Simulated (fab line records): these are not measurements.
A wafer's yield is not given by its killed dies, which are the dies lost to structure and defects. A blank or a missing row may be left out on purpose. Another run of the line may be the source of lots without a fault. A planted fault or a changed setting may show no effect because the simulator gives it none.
fab line records    flow gf180mcu    part 1 of 2: steps 1 to 29 of 41
record: lots: 5  wafers: 15  last-day: 32
route steps=602 shown STI@12 DNWELL@32 NWELL@42
lots with no fault: from the same line, run without faults
start-h: the number of hours between the record's first day and the start of the first shown wafer of the lot    wait-h: time in hours since the lot's previous step    " identical to the entry in the row above    L1.1+2: several wafers, shown together as one row    - no value present, or no start provided    * or withheld: withheld    < > ~ a bound
route shown NAME@n: NAME is a module with steps in the file, n the number in the route of the first one    usual: average and standard deviation across the fault-free wafers    same: alike in all rows    chamber/n: place in a boat    sites: readings site by site    _std_site: standard deviation of those values    _edge_site: mean of outer sites minus mean of inner sites    radius-mm: how far each site lies from the wafer's centre    mask NAME#n: copy n    behind: the most recent tool/chamber to have shaped the wafer    hold: why the lot was held/for how many hours/how that ended    device: the n, p or np transistor that did not switch    end of line: at the end of the route, the tests of the same wafers    step lacking rows: just its recipe    killed: the dies lost at the first sort to structure and to defects; this is not the yield of the wafer    map: per-die view of a wafer (x killed, . not killed, _ where there is no die)
set.NAME: the setting as run; set.NAME@STEP: as run at that earlier step    model.NAME: the simulator's own value behind a step, which no gauge read
a table for each step, a row for each wafer; lots at some steps of the route
services: the hour from which a tool's chamber was out of use, counted from the record's first day as start-h (under 0 if before that day), plus the number of hours and why
== steps ==
step: GF_STI_DEVELOP_11
recipe: develop-time-s: 60  dev-temp-c: 21
lot.wafer   tool            chamber  start-h  wait-h
L075.1+5+6  litho-track-01  0        30.85    0.2
L076.2+4+6  litho-track-03  0        36.69    0.2
L080.2+3+6  litho-track-01  0        56.48    0.2
L081.2+5+6  litho-track-02  0        61.38    0.2
L087.4+5+6  litho-track-03  0        92.64    0.1
step: GF_STI_CD_MEAS_12
recipe: target-cd-nm: 220
usual: cd-nm: 220.0/1.1
lot.wafer  tool       chamber  start-h  wait-h  cd-nm
L075.1     cd-sem-02  -        31.00    0.1     218.7
L075.5     "          -        "        "       218.3
L075.6     "          -        "        "       218.6
L076.2     cd-sem-01  -        36.84    0.1     219.4
L076.4     "          -        "        "       219.6
L076.6     "          -        "        "       221.5
L080.2     cd-sem-02  -        56.62    0.1     220.6
L080.3     "          -        "        "       221.6
L080.6     "          -        "        "       222.5
L081.2     cd-sem-01  -        61.53    0.1     218.6
L081.5     "          -        "        "       220.1
L081.6     "          -        "        "       220.2
L087.4     cd-sem-01  -        92.77    0.1     219.7
L087.5     "          -        "        "       220.1
L087.6     "          -        "        "       221.1
step: GF_STI_ETCH_13
recipe: chemistry: CHF3/O2  stop-on: Si  over-etch-frac: 0.3  target-depth-a: 2823.1  source-w: 600  bias-w: 200  pressure-mtorr: 40  chf3-flow-sccm: 50  O2_flow_sccm: 5  time-s: 112.9
usual: drypump-motor-current-A: 5.5/0.4  oes-product-au: 0.834/0.0061  throttle-valve-pct: 8.810/0.0088
same: over-etch-frac: 0.3
lot.wafer  tool         chamber  start-h  wait-h  drypump-motor-current-A  oes-product-au  rf-hours-counter-h  throttle-valve-pct
L075.1     rie-diel-04  1        31.12    0.1     5.2                      0.833           1                   8.802
L075.5     "            0        "        "       5.5                      0.840           -                   8.827
L075.6     "            3        "        "       5.8                      0.838           -                   8.812
L076.2     rie-diel-03  2        36.94    0.1     5.5                      0.835           65                  8.814
L076.4     "            3        "        "       5.7                      0.837           79                  8.812
L076.6     "            1        "        "       5.1                      0.837           -                   8.809
L080.2     rie-diel-03  3        56.72    0.1     5.7                      0.841           79                  8.814
L080.3     "            2        "        "       5.5                      0.839           65                  8.812
L080.6     "            1        "        "       5.1                      0.838           -                   8.830
L081.2     rie-diel-04  1        61.63    0.1     5.2                      0.840           2                   8.813
L081.5     "            3        "        "       5.8                      0.841           -                   8.815
L081.6     "            2        "        "       5.7                      0.830           -                   8.814
L087.4     rie-diel-03  3        92.83    0.0     5.7                      0.829           81                  8.815
L087.5     "            1        "        "       5.1                      0.831           -                   8.802
L087.6     "            0        "        "       5.0                      0.834           -                   8.811
step: GF_STI_ETCH_14
recipe: target: Si  chemistry: HBr/Cl2/O2  target-depth-nm: 360  icp-w: 600  bias-w: 150  pressure-mtorr: 15  HBr_flow_sccm: 150  Cl2_flow_sccm: 40  O2_flow_sccm: 6  time-s: 102.9
usual: drypump-motor-current-A: 5.5/0.38  oes-product-au: 0.997/0.0084  throttle-valve-pct: 25.659/0.011
lot.wafer  tool       chamber  start-h  wait-h  drypump-motor-current-A  oes-product-au  rf-hours-counter-h  throttle-valve-pct
L075.1     rie-si-01  1        31.20    0.0     6.0                      0.991           86                  25.656
L075.5     "          0        "        "       5.5                      1.005           -                   25.651
L075.6     "          3        "        "       5.2                      1.002           -                   25.647
L076.2     rie-si-02  2        37.01    0.0     4.9                      0.981           59                  25.667
L076.4     "          0        "        "       5.5                      0.995           19                  25.648
L076.6     "          2        "        "       4.9                      0.989           -                   25.665
L080.2     rie-si-01  2        56.80    0.0     5.7                      0.993           132                 25.655
L080.3     "          0        "        "       5.5                      0.997           106                 25.651
L080.6     "          3        "        "       5.2                      1.000           -                   25.645
L081.2     rie-si-02  2        61.70    0.0     4.9                      0.978           59                  25.680
L081.5     "          3        "        "       5.4                      0.995           -                   25.646
L081.6     "          1        "        "       6.3                      0.978           -                   25.664
L087.4     rie-si-02  2        92.91    0.0     4.9                      0.997           60                  25.658
L087.5     "          0        "        "       5.5                      1.007           -                   25.658
L087.6     "          3        "        "       5.4                      0.999           -                   25.654
step: GF_STI_STRIP_15
recipe: chemistry: O2/N2  power-w: 1400  pressure-mtorr: 1500  platen-temp-c: 250  o2-flow-sccm: 3000  n2-flow-sccm: 300  overash-fraction: 0.5
usual: drypump-motor-current-A: 5.6/0.38  heater-power-w: 338/27  oes-product-au: 0.384/0.0044  strip-time-to-endpoint-s: 3.73/0.043
lot.wafer  tool             chamber  start-h  wait-h  drypump-motor-current-A  heater-power-w  oes-product-au  rf-hours-counter-h  strip-time-to-endpoint-s
L075.1     plasma-asher-02  1        31.28    0.0     5.7                      337             0.390           38                  3.81
L075.5     "                1        "        "       5.8                      332             0.391           -                   3.75
L075.6     "                0        "        "       6.3                      290             0.390           -                   3.73
L076.2     plasma-asher-02  0        37.09    0.0     6.3                      289             0.383           38                  3.76
L076.4     "                0        "        "       6.3                      293             0.383           -                   3.65
L076.6     "                1        "        "       5.7                      340             0.393           -                   3.72
L080.2     plasma-asher-02  1        56.88    0.0     5.7                      339             0.379           40                  3.66
L080.3     "                0        "        "       6.3                      298             0.380           -                   3.73
L080.6     "                0        "        "       6.3                      298             0.381           -                   3.72
L081.2     plasma-asher-03  1        61.78    0.0     5.2                      366             0.387           39                  3.79
L081.5     "                0        "        "       5.7                      315             0.383           -                   3.66
L081.6     "                1        "        "       5.1                      376             0.387           -                   3.74
L087.4     plasma-asher-02  1        93.02    0.1     5.7                      330             0.381           -                   3.67
L087.5     "                0        "        "       6.3                      295             0.390           -                   3.71
L087.6     "                1        "        "       5.7                      336             0.381           -                   3.70
step: GF_STI_CLEAN_16
recipe: chemistry: dHF  time-s: 25  dilution: 100:1
lot.wafer   tool          chamber  start-h  wait-h
L075.1+5+6  wet-bench-01  3        31.38    0.1
L076.2+4+6  wet-bench-01  0        37.19    0.1
L080.2+3+6  wet-bench-04  0        56.98    0.1
L081.2+5+6  wet-bench-01  2        61.88    0.1
L087.4+5+6  wet-bench-01  0        93.09    0.0
step: GF_STI_WET_ETCH_17
recipe: chemistry: H3PO4  target-depth-nm: 45  temp-c: 160  target: Si3N4  time-s: 514
lot.wafer   tool          chamber  start-h  wait-h
L075.1+5+6  wet-bench-04  1        31.39    0.0
L076.2+4+6  wet-bench-04  3        37.20    0.0
L080.2+3+6  wet-bench-01  3        56.99    0.0
L081.2+5+6  wet-bench-04  0        61.89    0.0
L087.4+5+6  wet-bench-03  2        93.10    0.0
step: GF_STI_CLEAN_18
recipe: chemistry: SC1/SC2  mix: 1:4:20  temp-c: 70  time-s: 150
lot.wafer   tool          chamber  start-h  wait-h
L075.1+5+6  wet-bench-01  3        31.54    0.0
L076.2+4+6  wet-bench-01  3        37.35    0.0
L080.2+3+6  wet-bench-03  2        57.14    0.0
L081.2+5+6  wet-bench-01  3        62.06    0.0
L087.4+5+6  wet-bench-04  1        93.41    0.0
step: GF_STI_CLEAN_19
recipe: chemistry: dHF  time-s: 20  dilution: 100:1
lot.wafer   tool          chamber  start-h  wait-h
L075.1+5+6  wet-bench-03  3        31.59    0.0
L076.2+4+6  wet-bench-04  3        37.40    0.0
L080.2+3+6  wet-bench-04  3        57.24    0.0
L081.2+5+6  wet-bench-04  1        62.11    0.0
L087.4+5+6  wet-bench-01  1        93.46    0.0
step: GF_STI_WET_ETCH_20
recipe: chemistry: dHF  dilution: 100:1  target-depth-nm: 20  temp-c: 25  dry: ipa-marangoni  target: SiO2  time-s: 400
lot.wafer   tool          chamber  start-h  wait-h
L075.1+5+6  wet-bench-04  1        31.61    0.0
L076.2+4+6  wet-bench-01  0        37.42    0.0
L080.2+3+6  wet-bench-01  0        57.26    0.0
L081.2+5+6  wet-bench-01  1        62.12    0.0
L087.4+5+6  wet-bench-04  2        93.47    0.0
step: GF_STI_OXIDATION_21
recipe: temp-c: 1000  ambient: O2  stabilise-s: 600  purge-s: 300  target-thk-a: 150  ox-time-s: 458
usual: tube-center-temp-C: 1000/0.091  zone-power-upper-pct: 23.1/1.6
same: purge-s: 300
lot.wafer  tool        chamber  start-h  wait-h  tube-center-temp-C  zone-power-upper-pct
L075.1     furnace-01  0        31.73    0.0     999.93              21.9
L075.5     "           0        "        "       1000.1              22.1
L075.6     "           0        "        "       999.86              22.1
L076.2     furnace-01  0        37.54    0.0     1000.2              22.0
L076.4     "           0        "        "       1000                21.8
L076.6     "           0        "        "       1000.1              22.1
L080.2     furnace-01  0        57.38    0.0     999.94              22.0
L080.3     "           0        "        "       1000                21.6
L080.6     "           0        "        "       1000                21.8
L081.2     furnace-02  0        62.24    0.0     999.95              24.9
L081.5     "           0        "        "       999.98              25.9
L081.6     "           0        "        "       1000                25.5
L087.4     furnace-01  0        93.59    0.0     1000.1              22.2
L087.5     "           0        "        "       999.8               21.9
L087.6     "           0        "        "       1000.1              21.8
step: GF_STI_THK_MEAS_22
recipe: reads: SiO2_of_STI_OXIDATION_21
usual: STI_OXIDATION_01_THK: 15.01/0.25
lot.wafer  tool           chamber  start-h  wait-h  STI_OXIDATION_01_THK[nm]
L075.1     film-metro-02  -        32.85    0.0     14.72
L075.5     "              -        "        "       15.18
L075.6     "              -        "        "       14.97
L076.2     film-metro-04  -        38.68    0.0     15.04
L076.4     "              -        "        "       15.49
L076.6     "              -        "        "       15.42
L080.2     film-metro-04  -        58.51    0.0     15.28
L080.3     "              -        "        "       14.90
L080.6     "              -        "        "       15.17
L081.2     film-metro-02  -        63.38    0.0     15.20
L081.5     "              -        "        "       15.13
L081.6     "              -        "        "       14.79
L087.4     film-metro-02  -        94.75    0.0     14.77
L087.5     "              -        "        "       14.88
L087.6     "              -        "        "       14.98
step: GF_STI_CVD_23
recipe: material: SiO2  target-thk-nm: 650  sigma-open-frac: 0.3  time-s: 108.3  temp-c: 600  sih4-flow-sccm: 60  pressure-mtorr: 6
lot.wafer   tool       chamber  start-h  wait-h
L075.1+5+6  hdpcvd-01  1,1,0    32.91    0.1
L076.2+4+6  hdpcvd-02  0,1,0    38.73    0.0
L080.2+3+6  hdpcvd-01  0,1,1    58.56    0.0
L081.2+5+6  hdpcvd-01  0,1,2    63.43    0.0
L087.4+5+6  hdpcvd-02  0,2,1    94.81    0.1
step: GF_STI_THK_MEAS_24
recipe: reads: SiO2_of_STI_CVD_23
usual: STI_CVD_23_THK: 652/7.2
lot.wafer  tool           chamber  start-h  wait-h  STI_CVD_23_THK[nm]
L075.1     film-metro-02  -        32.99    0.0     650
L075.5     "              -        "        "       658
L075.6     "              -        "        "       655
L076.2     film-metro-01  -        38.81    0.0     656
L076.4     "              -        "        "       641
L076.6     "              -        "        "       655
L080.2     film-metro-04  -        58.65    0.0     667
L080.3     "              -        "        "       650
L080.6     "              -        "        "       657
L081.2     film-metro-01  -        63.56    0.1     657
L081.5     "              -        "        "       645
L081.6     "              -        "        "       655
L087.4     film-metro-04  -        94.88    0.0     661
L087.5     "              -        "        "       652
L087.6     "              -        "        "       652
step: GF_STI_CMP_25
recipe: stop-on: Si3N4  t-overpolish-s: 33  down-force-psi: 4  platen-rpm: 60  target-thk-nm: 524.6  pad-velocity-m-s: 0.94248
usual: motor-current-A: 12.1/1.1  overpolish-run-s: 33.001/0.0087  time-to-endpoint-s: 125/5.9
lot.wafer  tool    chamber  start-h  wait-h  motor-current-A  overpolish-run-s  time-to-endpoint-s
L075.1     cmp-01  3        33.10    0.1     12.8             33.008            132
L075.6     "       2        "        "       11.4             32.989            131
L075.5     "       3        "        "       12.5             33.004            137
L076.2     cmp-01  2        38.86    0.0     11.4             32.990            129
L076.4     "       0        "        "       13.8             32.995            125
L076.6     "       3        "        "       13.1             32.990            131
L080.3     cmp-02  1        58.70    0.0     11.5             33.002            116
L080.2     "       2        "        "       11.5             33.003            119
L080.6     "       1        "        "       12.0             32.992            116
L081.2     cmp-02  1        63.71    0.1     11.8             33.009            116
L081.6     "       3        "        "       11.0             32.998            124
L081.5     "       0        "        "       11.0             33.010            115
L087.4     cmp-02  2        94.91    0.0     11.5             32.997            125
L087.6     "       2        "        "       10.9             33.008            125
L087.5     "       3        "        "       9.5              33.006            125
step: GF_STI_WET_ETCH_26
recipe: chemistry: dHF  target-depth-nm: 94  target: SiO2  temp-c: 25  dilution: 10:1  time-s: 188
lot.wafer   tool          chamber  start-h  wait-h
L075.1+5+6  wet-bench-04  0        33.35    0.2
L076.2+4+6  wet-bench-03  0        39.16    0.2
L080.2+3+6  wet-bench-01  2        59.00    0.2
L081.2+5+6  wet-bench-04  2        63.91    0.1
L087.4+5+6  wet-bench-04  3        95.21    0.2
step: GF_STI_WET_ETCH_27
recipe: chemistry: H3PO4  target-depth-nm: 160  target: Si3N4  temp-c: 160  time-s: 1825
lot.wafer   tool          chamber  start-h  wait-h
L075.1+5+6  wet-bench-03  3        33.41    0.0
L076.2+4+6  wet-bench-04  0        39.22    0.0
L080.2+3+6  wet-bench-04  0        59.06    0.0
L081.2+5+6  wet-bench-04  1        63.97    0.0
L087.4+5+6  wet-bench-03  0        95.27    0.0
step: GF_STI_WET_ETCH_28
recipe: chemistry: dHF  target-depth-nm: 20  dry: ipa-marangoni  target: SiO2  temp-c: 25  dilution: 10:1  time-s: 40
lot.wafer   tool          chamber  start-h  wait-h
L075.1+5+6  wet-bench-01  2        33.93    0.0
L076.2+4+6  wet-bench-03  2        39.74    0.0
L080.2+3+6  wet-bench-03  3        59.62    0.0
L081.2+5+6  wet-bench-01  2        64.54    0.0
L087.4+5+6  wet-bench-04  3        96.30    0.0
step: GF_STI_OXIDATION_29
recipe: temp-c: 900  ambient: O2  stabilise-s: 600  purge-s: 300  target-thk-a: 100  ox-time-s: 1418
usual: tube-center-temp-C: 900/0.083  zone-power-upper-pct: 18.7/1.3
same: purge-s: 300
lot.wafer  tool        chamber  start-h  wait-h  tube-center-temp-C  zone-power-upper-pct
L075.1     furnace-02  0        33.94    0.0     900.07              20.2
L075.5     "           0        "        "       900.12              19.9
L075.6     "           0        "        "       900.05              20.0
L076.2     furnace-01  0        39.76    0.0     899.94              17.2
L076.4     "           0        "        "       899.92              17.5
L076.6     "           0        "        "       900.02              17.4
L080.2     furnace-01  0        59.66    0.0     899.94              17.4
L080.3     "           0        "        "       899.97              17.5
L080.6     "           0        "        "       900.08              17.3
L081.2     furnace-02  0        64.56    0.0     900                 20.1
L081.5     "           0        "        "       900.06              19.7
L081.6     "           0        "        "       899.93              20.0
L087.4     furnace-01  0        97.63    1.3     900.03              17.4
L087.5     "           0        "        "       899.99              17.6
L087.6     "           0        "        "       900.07              17.4
step: GF_STI_THK_MEAS_30
recipe: reads: SiO2_of_STI_OXIDATION_29
usual: STI_OXIDATION_02_THK: 10.00/0.19
lot.wafer  tool           chamber  start-h  wait-h  STI_OXIDATION_02_THK[nm]
L075.1     film-metro-02  -        35.34    0.0     9.94
L075.5     "              -        "        "       9.85
L075.6     "              -        "        "       9.86
L076.2     film-metro-04  -        41.16    0.0     9.78
L076.4     "              -        "        "       9.98
L076.6     "              -        "        "       9.93
L080.2     film-metro-01  -        61.06    0.0     9.91
L080.3     "              -        "        "       9.94
L080.6     "              -        "        "       9.83
L081.2     film-metro-04  -        65.96    0.0     10.19
L081.5     "              -        "        "       10.19
L081.6     "              -        "        "       10.36
L087.4     film-metro-04  -        99.06    0.0     9.91
L087.5     "              -        "        "       10.02
L087.6     "              -        "        "       9.92
step: GF_DNWELL_DEHYDRATE_00
recipe: temp-c: 200  time-s: 60
lot.wafer   tool            chamber  start-h  wait-h
L075.1+5+6  litho-track-04  0        41.21    5.9
L076.2+4+6  litho-track-02  0        46.63    5.5
L080.2+3+6  litho-track-02  0        66.58    5.5
L081.2+5+6  litho-track-02  0        72.23    6.3
L087.4+5+6  litho-track-04  0        105.98   6.9
step: GF_DNWELL_HMDS_01
recipe: prime-time-s: 60  prime-temp-c: 120
lot.wafer   tool            chamber  start-h  wait-h
L075.1+5+6  litho-track-04  0        41.36    0.1
L076.2+4+6  litho-track-02  0        46.78    0.1
L080.2+3+6  litho-track-02  0        66.73    0.1
L081.2+5+6  litho-track-02  0        72.38    0.1
L087.4+5+6  litho-track-04  0        106.13   0.1
step: GF_DNWELL_COAT_02
recipe: spin-rpm: 2000  resist-thk-nm: 3000
lot.wafer   tool            chamber  start-h  wait-h
L075.1+5+6  litho-track-04  0        41.51    0.1
L076.2+4+6  litho-track-02  0        46.93    0.1
L080.2+3+6  litho-track-02  0        66.88    0.1
L081.2+5+6  litho-track-02  0        72.53    0.1
L087.4+5+6  litho-track-04  0        106.28   0.1
step: GF_DNWELL_SOFTBAKE_03
recipe: temp-c: 110  time-s: withheld
lot.wafer   tool            chamber  start-h  wait-h
L075.1+5+6  litho-track-04  0        41.66    0.1
L076.2+4+6  litho-track-02  0        47.09    0.1
L080.2+3+6  litho-track-02  0        67.04    0.1
L081.2+5+6  litho-track-02  0        72.69    0.1
L087.4+5+6  litho-track-04  0        106.46   0.1
step: GF_DNWELL_EXPOSE_04
recipe: mask-id: DNWELL  target-cd-nm: 1700  na: 0.6  source-shape: conventional  sigma-outer: 0.6  dose-mj: 260
usual: stage-vel-mm-s: 499.96/0.23
lot.wafer  tool              chamber  start-h  wait-h  mask      stage-vel-mm-s
L075.1     iline-stepper-01  0        -        -       DNWELL#0  500.23
L075.5     "                 0        "        "       DNWELL#0  499.75
L075.6     "                 0        "        "       DNWELL#0  500.20
L076.2     iline-stepper-01  0        -        -       DNWELL#0  499.69
L076.4     "                 0        "        "       DNWELL#0  499.99
L076.6     "                 0        "        "       DNWELL#0  499.82
L080.2     iline-stepper-01  0        -        -       DNWELL#0  499.71
L080.3     "                 0        "        "       DNWELL#0  499.81
L080.6     "                 0        "        "       DNWELL#0  499.73
L081.2     iline-stepper-01  0        -        -       DNWELL#0  499.93
L081.5     "                 0        "        "       DNWELL#0  500.01
L081.6     "                 0        "        "       DNWELL#0  499.92
L087.4     iline-stepper-01  0        -        -       DNWELL#0  500.21
L087.5     "                 0        "        "       DNWELL#0  500.51
L087.6     "                 0        "        "       DNWELL#0  500.32
step: GF_DNWELL_PEB_05
recipe: temp-c: 115  time-s: withheld
lot.wafer   tool            chamber  start-h  wait-h
L075.1+5+6  litho-track-01  0        -        -
L076.2+4+6  litho-track-04  0        -        -
L080.2+3+6  litho-track-02  0        -        -
L081.2+5+6  litho-track-04  0        -        -
L087.4+5+6  litho-track-04  0        -        -
step: GF_DNWELL_DEVELOP_06
recipe: wall-angle-deg: 90  develop-time-s: 60  dev-temp-c: 23
lot.wafer   tool            chamber  start-h  wait-h
L075.1+5+6  litho-track-01  0        -        -
L076.2+4+6  litho-track-04  0        -        -
L080.2+3+6  litho-track-02  0        -        -
L081.2+5+6  litho-track-04  0        -        -
L087.4+5+6  litho-track-04  0        -        -
step: GF_DNWELL_IMPLANT_07
recipe: species: P  energy-kev: 1500  dose-cm2: 1e+13  tilt-deg: 0
usual: dose-ions-cm2: 1e+13/1.2e+10  tilt-deg: 0.003/0.02
lot.wafer  tool          chamber  start-h  wait-h  dose-ions-cm2  tilt-deg
L075.1     implanter-03  0        47.60    -       1.0019e+13     0.017
L075.5     "             0        "        "       1e+13          -0.014
L075.6     "             0        "        "       9.995e+12      -0.019
L076.2     implanter-02  0        53.83    -       9.995e+12      0.004
L076.4     "             0        "        "       1.0004e+13     -0.001
L076.6     "             0        "        "       9.993e+12      0.014
L080.2     implanter-02  0        74.13    -       9.98e+12       -0.010
L080.3     "             0        "        "       9.969e+12      -0.022
L080.6     "             0        "        "       9.98e+12       0.015
L081.2     implanter-03  0        79.33    -       1.0014e+13     0.046
L081.5     "             0        "        "       1.0013e+13     0.005
L081.6     "             0        "        "       9.994e+12      0.002
L087.4     implanter-02  0        113.63   -       1.0017e+13     -0.007
L087.5     "             0        "        "       1.0015e+13     -0.037
L087.6     "             0        "        "       9.991e+12      0.006
step: GF_DNWELL_STRIP_08
recipe: chemistry: O2/N2  power-w: 1400  pressure-mtorr: 1500  platen-temp-c: 250  o2-flow-sccm: 3000  n2-flow-sccm: 300  overash-fraction: 0.5
usual: drypump-motor-current-A: 5.6/0.5  heater-power-w: 333/22  oes-product-au: 0.722/0.0047  strip-time-to-endpoint-s: 37.00/0.1
lot.wafer  tool             chamber  start-h  wait-h  drypump-motor-current-A  heater-power-w  oes-product-au  rf-hours-counter-h  strip-time-to-endpoint-s
L075.1     plasma-asher-02  1        47.75    0.1     5.7                      337             0.723           39                  36.89
L075.5     "                1        "        "       5.7                      336             0.717           -                   36.99
L075.6     "                0        "        "       6.2                      286             0.719           -                   37.02
L076.2     plasma-asher-01  1        53.96    0.1     5.4                      331             0.722           26                  37.19
L076.4     "                0        "        "       6.0                      349             0.726           -                   37.12
L076.6     "                1        "        "       5.4                      339             0.711           -                   36.99
L080.2     plasma-asher-04  0        74.26    0.1     5.8                      364             0.721           40                  37.00
L080.3     "                0        "        "       5.8                      354             0.719           -                   36.87
L080.6     "                0        "        "       5.8                      370             0.722           -                   37.05
L081.2     plasma-asher-02  0        79.46    0.1     6.3                      292             0.724           43                  37.07
L081.5     "                1        "        "       5.7                      335             0.724           -                   37.05
L081.6     "                0        "        "       6.3                      289             0.728           -                   37.13
L087.4     plasma-asher-01  1        113.74   0.1     5.3                      345             0.717           -                   36.93
L087.5     "                0        "        "       6.0                      354             0.729           -                   36.88
L087.6     "                1        "        "       5.3                      342             0.720           -                   36.90
